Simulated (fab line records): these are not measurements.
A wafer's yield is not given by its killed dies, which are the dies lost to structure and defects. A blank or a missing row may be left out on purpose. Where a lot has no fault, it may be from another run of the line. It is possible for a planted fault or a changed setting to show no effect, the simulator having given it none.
8D (eight disciplines) problem report, filled in by code | flow sfq line | the parts of the form that need people (team, actions taken, sign-off) are left out

== 1. WHAT WENT WRONG ==
Mean of rf fwd power W at SFQ_TRILAYER_M7_BARC_OPEN_METAL_ETCH_229: 690.2 W across 4 wafers in 2 lots; on wafers with no fault it is 593.6 W (standard deviation 2.2). That puts it +44 standard deviations away from the usual mean.
The step: etches BARC in O2, target depth 125 nm, time 41.7 s.
First observed at day 67 16:35: wafer L676.4, on rie metal-01. Wafers with a number at this step in the record: 41, from 14 lots. Rule for "out" (also "out of limits"): further than 4 standard deviations from the usual mean. The other wafers with a number count as sound.

== 2. WHAT IT IS AND WHAT IT IS NOT ==
question                    | is                             | is not
which readings at this step | rf fwd power W                 | drypump motor current A, oes product au
which lots                  | L676, L677                     | L659, L660, L661, L662, L664, L666, L667, L668, L669, L679, L680, L681
which wafers of those lots  | L676.4, L676.5, L677.2, L677.4 | L677.3
read on which tools         | rie metal-01                   | rie metal-02, rie metal-04
when                        | from day 67 16:35              | up to then (27 sound wafers); but 10 sound wafers of L677, L679, L680, L681 came after

== 3. SUSPECTS, AND WHAT RULES EACH OUT ==
Counting: any tool at a process step up to the reading remains a suspect provided it ran every lot that is out. Sound lots after the first of them don't rule it out here, since some wafers of a struck lot are sound.
- rie metal-01 at SFQ_TRILAYER_M7_BARC_OPEN_METAL_ETCH_229 (etches BARC in O2, target depth 125 nm, time 41.7 s): kept. It ran every lot that is out, first L676 (day 67 16:35); its last sound lot up to then is L667 (day 66 16:46). On those wafers its own readings are out: rf fwd power W.
- Within rie metal-01 at SFQ_TRILAYER_M7_BARC_OPEN_METAL_ETCH_229, the wafers that are out were processed in chamber 0 and their sound lot-mates in chamber 1.
The count leaves rie metal-01 at SFQ_TRILAYER_M7_BARC_OPEN_METAL_ETCH_229.

== 4. THE CAUSE (what the simulator had put in) ==
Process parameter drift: rie metal-01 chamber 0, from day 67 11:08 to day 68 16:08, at SFQ_TRILAYER_M7_BARC_OPEN_METAL_ETCH_229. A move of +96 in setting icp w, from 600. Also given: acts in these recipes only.
Only this tool survived the counting.

== 5. THE EFFECT CHAIN, in route order ==
Each row: a reading whose mean over the struck wafers that have a number lies more than 3 standard deviations from the usual. Readings are gone through only where the record gives a usual standard deviation; hours: the median, over the lots, of the time from a lot's start at the first step in this table giving one to that lot's start at this step; sigmas: the change measured in usual standard deviations.
hours | step                                     | reading        | usual   | on struck wafers | change | sigmas
0     | SFQ_TRILAYER_M7_BARC_OPEN_METAL_ETCH_229 | rf fwd power W | 593.6 W | 690.2            | +96.6  | +44
Process steps it contains:
- SFQ_TRILAYER_M7_BARC_OPEN_METAL_ETCH_229: etches BARC in O2, target depth 125 nm, time 41.7 s.
Later steps that measure or inspect, where all struck wafers having a row at the step show a number for every such reading and not one has moved that far: SFQ_M8_BOW_MEAS_951.

== 6. HOW IT WOULD HAVE BEEN CAUGHT EARLIER ==
5 hours passed between the start of the fault at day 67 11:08 and the first reading out of limits in this record, taken at day 67 16:35.
